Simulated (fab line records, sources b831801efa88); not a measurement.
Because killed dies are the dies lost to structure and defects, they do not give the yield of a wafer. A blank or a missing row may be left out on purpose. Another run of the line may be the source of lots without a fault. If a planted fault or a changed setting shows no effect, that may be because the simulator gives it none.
fab line records | flow sky130 | part 1 of 2: steps 1 to 25 of 35
record: lots: 5 | wafers: 15 | last-day: 50
route steps=708 shown SD_N@352 SD_P@359 RES_XHIGH@360 SALICIDE@361 LI_CONTACT@362 LOCAL_INTERCONNECT@387
lots untouched by any fault: they come from a run of this same line in which no faults occurred
start-h: start of the lot's first displayed wafer, in hours after the record's first day | wait-h: hours since the lot's step before | " identical to the entry in the row above | L1.1+2: a single row standing in for several wafers | - no value, or no start given | * or withheld: withheld | < > ~ a bound
route shown NAME@n: a module of which the file shows steps, and the number in the route of the first | usual: mean and standard deviation over wafers with no fault | same: alike in all rows | chamber/n: place in a boat | sites: each site's reading | _std_site: standard deviation of those values | _edge_site: outer sites' mean less inner sites' | radius-mm: how far each site lies from the wafer's centre | mask NAME#n: copy n | behind: the most recent tool/chamber to have shaped the wafer | hold: why the lot went on hold/how many hours it stayed there/how the hold came to an end | device: the n, p or np transistor that did not switch | end of line: the route-end tests of the same wafers | for a step that has no rows: nothing shown but its recipe | killed: not the wafer's yield, but the dies lost to structure and defects at the first sort | map: per-die view of a wafer (x killed, . not killed, _ where there is no die)
set.NAME: the setting the step ran with; set.NAME@STEP: the setting that earlier step ran with | model.NAME: the simulator's own value behind a step, which no gauge read
lots at some steps of the route; a table a step, a row a wafer
services: from which hour (start-h, from the record's first day; less than 0 if before it) a tool's chamber was out of use, for how many hours, and why
== steps ==
step: SKY_SD_N_IMPLANT_10
recipe: species: P | energy-kev: 20 | dose-cm2: 1e+14 | tilt-deg: 0
lot.wafer  | tool         | chamber | start-h | wait-h
L077.2+4+5 | implanter-02 | 0       | 689.69  | 0.1
L078.2+3+4 | implanter-01 | 0       | 699.24  | 0.1
L088.3+5+6 | implanter-04 | 0       | 776.21  | 0.1
L090.1+3+6 | implanter-01 | 0       | 786.44  | 0.1
L096.2+3+4 | implanter-02 | 0       | 824.28  | 0.1
step: SKY_SD_N_STRIP_11
recipe: chemistry: O2/N2 | power-w: 1400 | pressure-mtorr: 1500 | platen-temp-c: withheld | o2-flow-sccm: 3000 | n2-flow-sccm: 300 | overash-fraction: 0.5
usual: drypump-motor-current-A: 5.76/0.12 | o2-flow-sccm: 2999/8.7 | oes-product-au: 0.527/0.0045 | strip-time-to-endpoint-s: 22.55/0.044
same: overash-fraction: 0.5
lot.wafer | tool            | chamber | start-h | wait-h | drypump-motor-current-A | o2-flow-sccm | oes-product-au | rf-hours-counter-h | strip-time-to-endpoint-s
L077.2    | plasma-asher-01 | 1       | 689.81  | 0.1    | 5.78                    | 3007         | 0.524          | 98                 | 22.56
L077.4    | "               | 0       | "       | "      | 5.84                    | 2998         | 0.521          | -                  | 22.53
L077.5    | "               | 0       | "       | "      | 5.83                    | 2979         | 0.531          | -                  | 22.46
L078.2    | plasma-asher-02 | 1       | 699.36  | 0.1    | 5.87                    | 3008         | 0.525          | 90                 | 22.57
L078.3    | "               | 1       | "       | "      | 5.86                    | 3010         | 0.529          | -                  | 22.57
L078.4    | "               | 0       | "       | "      | 5.55                    | 2987         | 0.520          | -                  | 22.56
L088.3    | plasma-asher-01 | 1       | 776.35  | 0.1    | 5.78                    | 2993         | 0.527          | -                  | 22.60
L088.5    | "               | 0       | "       | "      | 5.83                    | 3003         | 0.530          | -                  | 22.58
L088.6    | "               | 1       | "       | "      | 5.78                    | 2995         | 0.524          | -                  | 22.56
L090.1    | plasma-asher-01 | 0       | 786.59  | 0.1    | 5.82                    | 2994         | 0.526          | 4                  | 22.59
L090.3    | "               | 0       | "       | "      | 5.84                    | 3002         | 0.526          | -                  | 22.54
L090.6    | "               | 0       | "       | "      | 5.83                    | 2995         | 0.520          | -                  | 22.57
L096.2    | plasma-asher-04 | 0       | 824.40  | 0.1    | 5.71                    | 3006         | 0.522          | 39                 | 22.63
L096.3    | "               | 1       | "       | "      | 5.80                    | 3009         | 0.521          | -                  | 22.57
L096.4    | "               | 0       | "       | "      | 5.75                    | 3019         | 0.534          | -                  | 22.57
step: SKY_SD_N_TW_MEAS_12
usual: SD_N_TW: 4015/60
lot.wafer | tool          | chamber | start-h | wait-h | SD_N_TW
L077.2    | film-metro-04 | -       | 689.92  | 0.1    | 4040
L077.4    | "             | -       | "       | "      | 4036
L077.5    | "             | -       | "       | "      | 4030
L078.2    | film-metro-03 | -       | 699.47  | 0.1    | 3959
L078.3    | "             | -       | "       | "      | 3933
L078.4    | "             | -       | "       | "      | 3931
L088.3    | film-metro-04 | -       | 776.43  | 0.1    | 4067
L088.5    | "             | -       | "       | "      | 4062
L088.6    | "             | -       | "       | "      | 4097
L090.1    | film-metro-04 | -       | 786.69  | 0.1    | 4077
L090.3    | "             | -       | "       | "      | 4081
L090.6    | "             | -       | "       | "      | 4091
L096.2    | film-metro-04 | -       | 824.51  | 0.1    | 4065
L096.3    | "             | -       | "       | "      | 4080
L096.4    | "             | -       | "       | "      | 4105
step: SKY_SD_N_CLEAN_13
recipe: chemistry: SC1/SC2 | mix: 1:4:20 | temp-c: 70 | time-s: 150 | dry: n2-spin
usual: temp-c: 69.99/0.12
lot.wafer | tool         | chamber | start-h | wait-h | temp-c
L077.2    | wet-bench-01 | 2       | 689.97  | 0.0    | 69.99
L077.4    | "            | 2       | "       | "      | 69.99
L077.5    | "            | 2       | "       | "      | 69.95
L078.2    | wet-bench-03 | 2       | 699.52  | 0.0    | 70.10
L078.3    | "            | 2       | "       | "      | 69.95
L078.4    | "            | 2       | "       | "      | 69.99
L088.3    | wet-bench-03 | 1       | 776.47  | 0.0    | 70.13
L088.5    | "            | 1       | "       | "      | 70.35
L088.6    | "            | 1       | "       | "      | 70.31
L090.1    | wet-bench-01 | 3       | 786.75  | 0.1    | 70.01
L090.3    | "            | 3       | "       | "      | 70.00
L090.6    | "            | 3       | "       | "      | 70.14
L096.2    | wet-bench-03 | 1       | 824.56  | 0.0    | 69.83
L096.3    | "            | 1       | "       | "      | 69.99
L096.4    | "            | 1       | "       | "      | 69.95
step: SKY_SD_N_RTA_14
recipe: temp-c: 1075 | time-s: 2 | idle-temp-c: 650 | ramp-up-c-per-s: 150 | ramp-down-c-per-s: 90 | ambient: N2
usual: lamp-power-pct: 15.74/0.049 | wafer_temp_C_max: 1078.1/1.4
lot.wafer | tool          | chamber | start-h | wait-h | lamp-power-pct | wafer_temp_C_max
L077.2    | rtp-anneal-02 | 0       | 690.03  | 0.0    | 15.74          | 1076.1
L077.4    | "             | 0       | "       | "      | 15.70          | 1078.3
L077.5    | "             | 0       | "       | "      | 15.69          | 1077.0
L078.2    | rtp-anneal-01 | 0       | 699.58  | 0.0    | 15.72          | 1080.2
L078.3    | "             | 0       | "       | "      | 15.72          | 1076.5
L078.4    | "             | 0       | "       | "      | 15.69          | 1076.8
L088.3    | rtp-anneal-01 | 0       | 776.55  | 0.0    | 15.67          | 1077.9
L088.5    | "             | 0       | "       | "      | 15.66          | 1076.5
L088.6    | "             | 0       | "       | "      | 15.75          | 1080.4
L090.1    | rtp-anneal-01 | 0       | 786.81  | 0.0    | 15.77          | 1077.5
L090.3    | "             | 0       | "       | "      | 15.68          | 1077.7
L090.6    | "             | 0       | "       | "      | 15.71          | 1080.0
L096.2    | rtp-anneal-01 | 0       | 824.62  | 0.0    | 15.76          | 1077.9
L096.3    | "             | 0       | "       | "      | 15.67          | 1077.6
L096.4    | "             | 0       | "       | "      | 15.68          | 1078.2
step: SKY_SD_N_RS_MEAS_16
recipe: thk-meas-gauge: four-point-probe
usual: SD_N_RS: 68.51/0.1
lot.wafer | tool          | chamber | start-h | wait-h | SD_N_RS[ohm/sq]
L077.2    | film-metro-02 | -       | 690.22  | 0.1    | 68.36
L077.4    | "             | -       | "       | "      | 68.52
L077.5    | "             | -       | "       | "      | 68.47
L078.2    | film-metro-02 | -       | 699.77  | 0.1    | 68.29
L078.3    | "             | -       | "       | "      | 68.39
L078.4    | "             | -       | "       | "      | 68.47
L088.3    | film-metro-02 | -       | 776.74  | 0.1    | 68.32
L088.5    | "             | -       | "       | "      | 68.46
L088.6    | "             | -       | "       | "      | 68.43
L090.1    | film-metro-03 | -       | 786.98  | 0.1    | 68.46
L090.3    | "             | -       | "       | "      | 68.47
L090.6    | "             | -       | "       | "      | 68.65
L096.2    | film-metro-03 | -       | 824.81  | 0.1    | 68.52
L096.3    | "             | -       | "       | "      | 68.36
L096.4    | "             | -       | "       | "      | 68.62
step: SKY_SD_N_RS_MEAS_17
recipe: thk-meas-gauge: four-point-probe
usual: SD_P_RS: 147.8/0.35
lot.wafer | tool          | chamber | start-h | wait-h | SD_P_RS[ohm/sq]
L077.2    | film-metro-02 | -       | 690.34  | 0.1    | 147.6
L077.4    | "             | -       | "       | "      | 147.9
L077.5    | "             | -       | "       | "      | 147.8
L078.2    | film-metro-02 | -       | 699.89  | 0.1    | 147.7
L078.3    | "             | -       | "       | "      | 147.8
L078.4    | "             | -       | "       | "      | 147.9
L088.3    | film-metro-02 | -       | 776.86  | 0.1    | 147.6
L088.5    | "             | -       | "       | "      | 147.9
L088.6    | "             | -       | "       | "      | 147.8
L090.1    | film-metro-03 | -       | 787.10  | 0.1    | 148.4
L090.3    | "             | -       | "       | "      | 147.8
L090.6    | "             | -       | "       | "      | 148.3
L096.2    | film-metro-03 | -       | 824.93  | 0.1    | 147.5
L096.3    | "             | -       | "       | "      | 147.5
L096.4    | "             | -       | "       | "      | 147.6
step: SKY_SD_N_RS_MEAS_18
recipe: thk-meas-gauge: four-point-probe
usual: RES_XHIGH_RS: 332.9/1.1
lot.wafer | tool          | chamber | start-h | wait-h | RES_XHIGH_RS[ohm/sq]
L077.2    | film-metro-02 | -       | 690.46  | 0.1    | 334.2
L077.4    | "             | -       | "       | "      | 334.0
L077.5    | "             | -       | "       | "      | 333.2
L078.2    | film-metro-02 | -       | 700.01  | 0.1    | 331.5
L078.3    | "             | -       | "       | "      | 332.4
L078.4    | "             | -       | "       | "      | 330.6
L088.3    | film-metro-02 | -       | 776.98  | 0.1    | 332.2
L088.5    | "             | -       | "       | "      | 333.6
L088.6    | "             | -       | "       | "      | 331.9
L090.1    | film-metro-03 | -       | 787.22  | 0.1    | 332.8
L090.3    | "             | -       | "       | "      | 332.0
L090.6    | "             | -       | "       | "      | 333.6
L096.2    | film-metro-03 | -       | 825.05  | 0.1    | 333.9
L096.3    | "             | -       | "       | "      | 333.2
L096.4    | "             | -       | "       | "      | 332.5
step: SKY_SALICIDE_CLEAN_00
recipe: chemistry: HF-last | time-s: 30 | dilution: 100:1 | dry: ipa-marangoni
lot.wafer  | tool         | chamber | start-h | wait-h
L077.2+4+5 | wet-bench-02 | 1       | 690.56  | 0.1
L078.2+3+4 | wet-bench-03 | 3       | 700.11  | 0.1
L088.3+5+6 | wet-bench-03 | 2       | 777.06  | 0.1
L090.1+3+6 | wet-bench-04 | 0       | 787.34  | 0.1
L096.2+3+4 | wet-bench-02 | 2       | 825.15  | 0.1
step: SKY_LI_CONTACT_HDPCVD_00
recipe: material: PSG | target-thk-nm: 930 | sigma-open-frac: 0.3 | time-s: 155 | temp-c: 600 | sih4-flow-sccm: 60 | pressure-mtorr: 6
lot.wafer  | tool      | chamber | start-h | wait-h
L077.2+4+5 | hdpcvd-01 | 2,2,0   | 690.57  | 0.0
L078.2+3+4 | hdpcvd-02 | 1,0,2   | 700.12  | 0.0
L088.3+5+6 | hdpcvd-02 | 2,1,0   | 777.08  | 0.0
L090.1+3+6 | hdpcvd-02 | 0,2,0   | 787.36  | 0.0
L096.2+3+4 | hdpcvd-02 | 2,1,2   | 825.17  | 0.0
step: SKY_LI_CONTACT_THK_MEAS_01
recipe: reads: PSG_of_LI_CONTACT_HDPCVD_00
usual: LI_CONTACT_HDPCVD_THK: 924/8.5
lot.wafer | tool          | chamber | start-h | wait-h | LI_CONTACT_HDPCVD_THK[nm]
L077.2    | film-metro-04 | -       | 690.69  | 0.1    | 921
L077.4    | "             | -       | "       | "      | 919
L077.5    | "             | -       | "       | "      | 932
L078.2    | film-metro-04 | -       | 700.24  | 0.1    | 925
L078.3    | "             | -       | "       | "      | 929
L078.4    | "             | -       | "       | "      | 930
L088.3    | film-metro-04 | -       | 777.20  | 0.1    | 932
L088.5    | "             | -       | "       | "      | 942
L088.6    | "             | -       | "       | "      | 936
L090.1    | film-metro-02 | -       | 787.46  | 0.1    | 924
L090.3    | "             | -       | "       | "      | 917
L090.6    | "             | -       | "       | "      | 941
L096.2    | film-metro-03 | -       | 825.28  | 0.1    | 933
L096.3    | "             | -       | "       | "      | 920
L096.4    | "             | -       | "       | "      | 923
step: SKY_LI_CONTACT_CMP_02
recipe: material: PSG | down-force-psi: 4 | platen-rpm: 60 | pad-velocity-m-s: 0.94248
usual: motor-current-A: 11.4/0.9 | time-to-endpoint-s: 32.9/2.4
lot.wafer | tool   | chamber | start-h | wait-h | motor-current-A | time-to-endpoint-s
L077.2    | cmp-01 | 1       | 690.79  | 0.1    | 11.0            | 33.6
L077.4    | "      | 2       | "       | "      | 11.5            | 29.5
L077.5    | "      | 0       | "       | "      | 12.6            | 33.6
L078.3    | cmp-02 | 1       | 700.34  | 0.1    | 11.7            | 30.7
L078.2    | "      | 2       | "       | "      | 11.6            | 31.6
L078.4    | "      | 3       | "       | "      | 11.4            | 30.4
L088.3    | cmp-02 | 0       | 777.29  | 0.1    | 12.2            | 30.6
L088.6    | "      | 3       | "       | "      | 11.0            | 32.5
L088.5    | "      | 0       | "       | "      | 11.9            | 33.7
L090.3    | cmp-02 | 3       | 787.62  | 0.1    | 11.2            | 30.9
L090.1    | "      | 0       | "       | "      | 12.3            | 30.4
L090.6    | "      | 2       | "       | "      | 11.6            | 31.9
L096.2    | cmp-01 | 3       | 825.34  | 0.1    | 9.8             | 36.0
L096.3    | "      | 1       | "       | "      | 11.1            | 35.6
L096.4    | "      | 2       | "       | "      | 11.5            | 34.0
step: SKY_LI_CONTACT_BOW_MEAS_03
recipe: mode: bow
usual: LI_CONTACT_BOW: 56/6.6
lot.wafer | tool          | chamber | start-h | wait-h | LI_CONTACT_BOW[um]
L077.2    | film-metro-04 | -       | 691.06  | 0.2    | 61
L077.4    | "             | -       | "       | "      | 60
L077.5    | "             | -       | "       | "      | 55
L078.2    | film-metro-03 | -       | 700.61  | 0.2    | 56
L078.3    | "             | -       | "       | "      | 58
L078.4    | "             | -       | "       | "      | 62
L088.3    | film-metro-04 | -       | 777.58  | 0.2    | 70
L088.5    | "             | -       | "       | "      | 40
L088.6    | "             | -       | "       | "      | 68
L090.1    | film-metro-04 | -       | 787.82  | 0.1    | 55
L090.3    | "             | -       | "       | "      | 65
L090.6    | "             | -       | "       | "      | 50
L096.2    | film-metro-04 | -       | 825.66  | 0.3    | 56
L096.3    | "             | -       | "       | "      | 61
L096.4    | "             | -       | "       | "      | 50
step: SKY_LI_CONTACT_DEHYDRATE_04
recipe: temp-c: 200 | time-s: 60
usual: chill-plate-temp-C: 23.01/0.11
lot.wafer | tool           | chamber | start-h | wait-h | chill-plate-temp-C
L077.2    | litho-track-01 | 0       | 704.98  | 13.9   | 22.96
L077.4    | "              | 0       | "       | "      | 22.90
L077.5    | "              | 0       | "       | "      | 22.79
L078.2    | litho-track-01 | 0       | 713.93  | 13.3   | 23.15
L078.3    | "              | 0       | "       | "      | 23.15
L078.4    | "              | 0       | "       | "      | 23.02
L088.3    | litho-track-02 | 0       | 790.40  | 12.8   | 22.90
L088.5    | "              | 0       | "       | "      | 23.09
L088.6    | "              | 0       | "       | "      | 22.89
L090.1    | litho-track-03 | 0       | 799.88  | 12.0   | 22.96
L090.3    | "              | 0       | "       | "      | 22.82
L090.6    | "              | 0       | "       | "      | 22.97
L096.2    | litho-track-01 | 0       | 838.98  | 13.3   | 23.04
L096.3    | "              | 0       | "       | "      | 23.02
L096.4    | "              | 0       | "       | "      | 23.10
step: SKY_LI_CONTACT_HMDS_05
recipe: prime-time-s: 60 | prime-temp-c: 120
usual: chill-plate-temp-C: 23.00/0.12
lot.wafer | tool           | chamber | start-h | wait-h | chill-plate-temp-C
L077.2    | litho-track-01 | 0       | 705.13  | 0.1    | 23.00
L077.4    | "              | 0       | "       | "      | 23.00
L077.5    | "              | 0       | "       | "      | 22.85
L078.2    | litho-track-01 | 0       | 714.08  | 0.1    | 22.85
L078.3    | "              | 0       | "       | "      | 23.07
L078.4    | "              | 0       | "       | "      | 23.02
L088.3    | litho-track-02 | 0       | 790.55  | 0.1    | 23.10
L088.5    | "              | 0       | "       | "      | 23.02
L088.6    | "              | 0       | "       | "      | 23.03
L090.1    | litho-track-03 | 0       | 800.03  | 0.1    | 22.82
L090.3    | "              | 0       | "       | "      | 22.80
L090.6    | "              | 0       | "       | "      | 22.87
L096.2    | litho-track-01 | 0       | 839.13  | 0.1    | 23.00
L096.3    | "              | 0       | "       | "      | 22.92
L096.4    | "              | 0       | "       | "      | 23.12
step: SKY_LI_CONTACT_COAT_06
recipe: resist: BARC | temp-c: withheld | time-s: withheld | spin-rpm: 3000 | resist-thk-nm: 60
usual: chill-plate-temp-C: * | dispense-pressure-kPa: 48/3.6
lot.wafer | tool           | chamber | start-h | wait-h | chill-plate-temp-C | dispense-pressure-kPa
L077.2    | litho-track-01 | 0       | 705.28  | 0.1    | *                  | 43
L077.4    | "              | 0       | "       | "      | *                  | 43
L077.5    | "              | 0       | "       | "      | *                  | 43
L078.2    | litho-track-01 | 0       | 714.23  | 0.1    | *                  | 43
L078.3    | "              | 0       | "       | "      | *                  | 43
L078.4    | "              | 0       | "       | "      | *                  | 43
L088.3    | litho-track-02 | 0       | 790.70  | 0.1    | *                  | 50
L088.5    | "              | 0       | "       | "      | *                  | 50
L088.6    | "              | 0       | "       | "      | *                  | 50
L090.1    | litho-track-03 | 0       | 800.18  | 0.1    | *                  | 51
L090.3    | "              | 0       | "       | "      | *                  | 51
L090.6    | "              | 0       | "       | "      | *                  | 51
L096.2    | litho-track-01 | 0       | 839.28  | 0.1    | *                  | 43
L096.3    | "              | 0       | "       | "      | *                  | 43
L096.4    | "              | 0       | "       | "      | *                  | 43
step: SKY_LI_CONTACT_COAT_07
recipe: resist: KrF-thick | spin-rpm: 3000 | resist-thk-nm: 458.3
usual: chill-plate-temp-C: 23.00/0.1 | dispense-pressure-kPa: 48/3.6
lot.wafer | tool           | chamber | start-h | wait-h | chill-plate-temp-C | dispense-pressure-kPa
L077.2    | litho-track-01 | 0       | -       | -      | 23.04              | 43
L077.4    | "              | 0       | "       | "      | 23.03              | 43
L077.5    | "              | 0       | "       | "      | 23.04              | 43
L078.2    | litho-track-01 | 0       | -       | -      | 22.84              | 43
L078.3    | "              | 0       | "       | "      | 22.81              | 43
L078.4    | "              | 0       | "       | "      | 22.80              | 43
L088.3    | litho-track-02 | 0       | -       | -      | 23.08              | 50
L088.5    | "              | 0       | "       | "      | 22.98              | 50
L088.6    | "              | 0       | "       | "      | 22.92              | 50
L090.1    | litho-track-03 | 0       | -       | -      | 22.89              | 51
L090.3    | "              | 0       | "       | "      | 22.91              | 51
L090.6    | "              | 0       | "       | "      | 22.94              | 51
L096.2    | litho-track-01 | 0       | -       | -      | 23.07              | 43
L096.3    | "              | 0       | "       | "      | 22.86              | 43
L096.4    | "              | 0       | "       | "      | 23.00              | 43
step: SKY_LI_CONTACT_SOFTBAKE_08
recipe: temp-c: 100 | time-s: 90 | resist: KrF-thick
usual: chill-plate-temp-C: 22.99/0.1
lot.wafer | tool           | chamber | start-h | wait-h | chill-plate-temp-C
L077.2    | litho-track-01 | 0       | -       | -      | 22.96
L077.4    | "              | 0       | "       | "      | 22.85
L077.5    | "              | 0       | "       | "      | 22.93
L078.2    | litho-track-01 | 0       | -       | -      | 23.06
L078.3    | "              | 0       | "       | "      | 23.18
L078.4    | "              | 0       | "       | "      | 23.06
L088.3    | litho-track-02 | 0       | -       | -      | 23.09
L088.5    | "              | 0       | "       | "      | 23.09
L088.6    | "              | 0       | "       | "      | 23.11
L090.1    | litho-track-03 | 0       | -       | -      | 23.01
L090.3    | "              | 0       | "       | "      | 23.00
L090.6    | "              | 0       | "       | "      | 22.91
L096.2    | litho-track-01 | 0       | -       | -      | 23.08
L096.3    | "              | 0       | "       | "      | 22.96
L096.4    | "              | 0       | "       | "      | 23.00
step: SKY_LI_CONTACT_EXPOSE_09
recipe: mask-id: LICM1 | na: 0.8 | source-shape: annular | sigma-inner: 0.55 | sigma-outer: 0.85 | target-cd-nm: 170 | dose-mj: 38
same: na: 0.8 | sigma-outer: 0.85
lot.wafer  | tool           | chamber | start-h | wait-h | mask
L077.2+4+5 | krf-scanner-01 | 0       | -       | -      | LICM1#0
L078.2+3+4 | krf-scanner-02 | 0       | -       | -      | LICM1#0
L088.3+5+6 | krf-scanner-01 | 0       | -       | -      | LICM1#0
L090.1+3+6 | krf-scanner-02 | 0       | -       | -      | LICM1#0
L096.2+3+4 | krf-scanner-01 | 0       | -       | -      | LICM1#0
step: SKY_LI_CONTACT_PEB_10
recipe: peb-temp-c: withheld | peb-time-s: withheld | resist: KrF-thick
usual: chill-plate-temp-C: *
lot.wafer | tool           | chamber | start-h | wait-h | chill-plate-temp-C
L077.2    | litho-track-02 | 0       | -       | -      | *
L077.4    | "              | 0       | "       | "      | *
L077.5    | "              | 0       | "       | "      | *
L078.2    | litho-track-03 | 0       | -       | -      | *
L078.3    | "              | 0       | "       | "      | *
L078.4    | "              | 0       | "       | "      | *
L088.3    | litho-track-02 | 0       | -       | -      | *
L088.5    | "              | 0       | "       | "      | *
L088.6    | "              | 0       | "       | "      | *
L090.1    | litho-track-03 | 0       | -       | -      | *
L090.3    | "              | 0       | "       | "      | *
L090.6    | "              | 0       | "       | "      | *
L096.2    | litho-track-01 | 0       | -       | -      | *
L096.3    | "              | 0       | "       | "      | *
L096.4    | "              | 0       | "       | "      | *
step: SKY_LI_CONTACT_DEVELOP_11
recipe: develop-time-s: 60 | resist: KrF-thick | dev-temp-c: 21
usual: chill-plate-temp-C: 23.03/0.1
lot.wafer | tool           | chamber | start-h | wait-h | chill-plate-temp-C
L077.2    | litho-track-02 | 0       | -       | -      | 22.89
L077.4    | "              | 0       | "       | "      | 22.97
L077.5    | "              | 0       | "       | "      | 23.05
L078.2    | litho-track-03 | 0       | -       | -      | 22.94
L078.3    | "              | 0       | "       | "      | 23.13
L078.4    | "              | 0       | "       | "      | 23.13
L088.3    | litho-track-02 | 0       | -       | -      | 23.09
L088.5    | "              | 0       | "       | "      | 23.06
L088.6    | "              | 0       | "       | "      | 23.04
L090.1    | litho-track-03 | 0       | -       | -      | 23.17
L090.3    | "              | 0       | "       | "      | 23.09
L090.6    | "              | 0       | "       | "      | 23.00
L096.2    | litho-track-01 | 0       | -       | -      | 22.84
L096.3    | "              | 0       | "       | "      | 22.96
L096.4    | "              | 0       | "       | "      | 22.98
step: SKY_LI_CONTACT_CD_MEAS_12
recipe: target-cd-nm: 170
usual: cd-nm: 170.7/1.7
lot.wafer | tool      | chamber | start-h | wait-h | cd-nm
L077.2    | cd-sem-01 | -       | 719.52  | -      | 175.1
L077.4    | "         | -       | "       | "      | 173.5
L077.5    | "         | -       | "       | "      | 174.8
L078.2    | cd-sem-01 | -       | 728.70  | -      | 170.3
L078.3    | "         | -       | "       | "      | 168.9
L078.4    | "         | -       | "       | "      | 170.9
L088.3    | cd-sem-01 | -       | 804.89  | -      | 169.0
L088.5    | "         | -       | "       | "      | 169.5
L088.6    | "         | -       | "       | "      | 169.1
L090.1    | cd-sem-01 | -       | 814.13  | -      | 168.4
L090.3    | "         | -       | "       | "      | 168.9
L090.6    | "         | -       | "       | "      | 169.5
L096.2    | cd-sem-02 | -       | 851.93  | -      | 169.3
L096.3    | "         | -       | "       | "      | 170.1
L096.4    | "         | -       | "       | "      | 168.8
step: SKY_LI_CONTACT_OVL_MEAS_13
usual: LI_CONTACT_OVL: 0/5.7
lot.wafer | tool       | chamber | start-h | wait-h | LI_CONTACT_OVL[nm]
L077.2    | overlay-02 | -       | 719.62  | 0.1    | -12
L077.4    | "          | -       | "       | "      | -13
L077.5    | "          | -       | "       | "      | -5
L078.2    | overlay-01 | -       | 728.81  | 0.1    | 7
L078.3    | "          | -       | "       | "      | 8
L078.4    | "          | -       | "       | "      | 3
L088.3    | overlay-01 | -       | 804.98  | 0.1    | 3
L088.5    | "          | -       | "       | "      | 2
L088.6    | "          | -       | "       | "      | 1
L090.1    | overlay-01 | -       | 814.25  | 0.1    | -5
L090.3    | "          | -       | "       | "      | -7
L090.6    | "          | -       | "       | "      | -2
L096.2    | overlay-01 | -       | 852.03  | 0.1    | -4
L096.3    | "          | -       | "       | "      | 11
L096.4    | "          | -       | "       | "      | -3
step: SKY_LI_CONTACT_ETCH_14
recipe: chemistry: N2/H2 | target: BARC | ion-energy-ev: 200 | source-w: 500 | bias-w: 102.8 | pressure-mtorr: 30 | n2-flow-sccm: 100 | h2-flow-sccm: 200 | stop-on: SiO2 | time-s: 45.9 | target-depth-a: 600
usual: drypump-motor-current-A: 5.8/0.56 | oes-product-au: 0.855/0.0044 | throttle-valve-pct: 13.224/0.0095
lot.wafer | tool        | chamber | start-h | wait-h | drypump-motor-current-A | oes-product-au | rf-hours-counter-h | throttle-valve-pct
L077.2    | rie-diel-02 | 2       | 719.65  | 0.0    | 6.1                     | 0.853          | 12                 | 13.221
L077.4    | "           | 1       | "       | "      | 6.3                     | 0.858          | 9                  | 13.194
L077.5    | "           | 2       | "       | "      | 6.1                     | 0.853          | -                  | 13.219
L078.2    | rie-diel-04 | 3       | 728.84  | 0.0    | 5.8                     | 0.860          | 14                 | 13.224
L078.3    | "           | 1       | "       | "      | 6.0                     | 0.859          | 38                 | 13.207
L078.4    | "           | 0       | "       | "      | 6.0                     | 0.853          | 24                 | 13.218
L088.3    | rie-diel-02 | 0       | 805.02  | 0.0    | 5.8                     | 0.855          | -                  | 13.224
L088.5    | "           | 0       | "       | "      | 5.8                     | 0.848          | -                  | 13.216
L088.6    | "           | 1       | "       | "      | 6.3                     | 0.852          | -                  | 13.230
L090.1    | rie-diel-02 | 2       | 814.29  | 0.0    | 6.1                     | 0.853          | 14                 | 13.232
L090.3    | "           | 0       | "       | "      | 5.8                     | 0.860          | 6                  | 13.213
L090.6    | "           | 3       | "       | "      | 6.3                     | 0.852          | -                  | 13.209
L096.2    | rie-diel-04 | 2       | 852.06  | 0.0    | 6.4                     | 0.853          | 15                 | 13.234
L096.3    | "           | 0       | "       | "      | 6.0                     | 0.856          | 28                 | 13.208
L096.4    | "           | 1       | "       | "      | 6.1                     | 0.858          | 1                  | 13.202
step: SKY_LI_CONTACT_ETCH_15
recipe: target: PSG | chemistry: C4F8/O2/Ar | stop-on: Si | taper-deg: 4.15 | mask-material: KrF-thick | source-w: 1500 | bias-w: 1200 | pressure-mtorr: 40 | c4f8-flow-sccm: withheld | O2_flow_sccm: 6 | Ar_flow_sccm: 300 | time-s: withheld | target-depth-a: 6000
usual: oes-product-au: 0.837/0.0047
lot.wafer | tool        | chamber | start-h | wait-h | oes-product-au
L077.2    | rie-diel-02 | 2       | 719.69  | 0.0    | 0.838
L077.4    | "           | 1       | "       | "      | 0.835
L077.5    | "           | 2       | "       | "      | 0.834
L078.2    | rie-diel-04 | 3       | 728.88  | 0.0    | 0.831
L078.3    | "           | 1       | "       | "      | 0.839
L078.4    | "           | 0       | "       | "      | 0.836
L088.3    | rie-diel-02 | 0       | 805.11  | 0.1    | 0.837
L088.5    | "           | 0       | "       | "      | 0.838
L088.6    | "           | 1       | "       | "      | 0.837
L090.1    | rie-diel-02 | 2       | 814.33  | 0.0    | 0.834
L090.3    | "           | 0       | "       | "      | 0.829
L090.6    | "           | 3       | "       | "      | 0.837
L096.2    | rie-diel-04 | 2       | 852.11  | 0.0    | 0.837
L096.3    | "           | 0       | "       | "      | 0.842
L096.4    | "           | 1       | "       | "      | 0.832
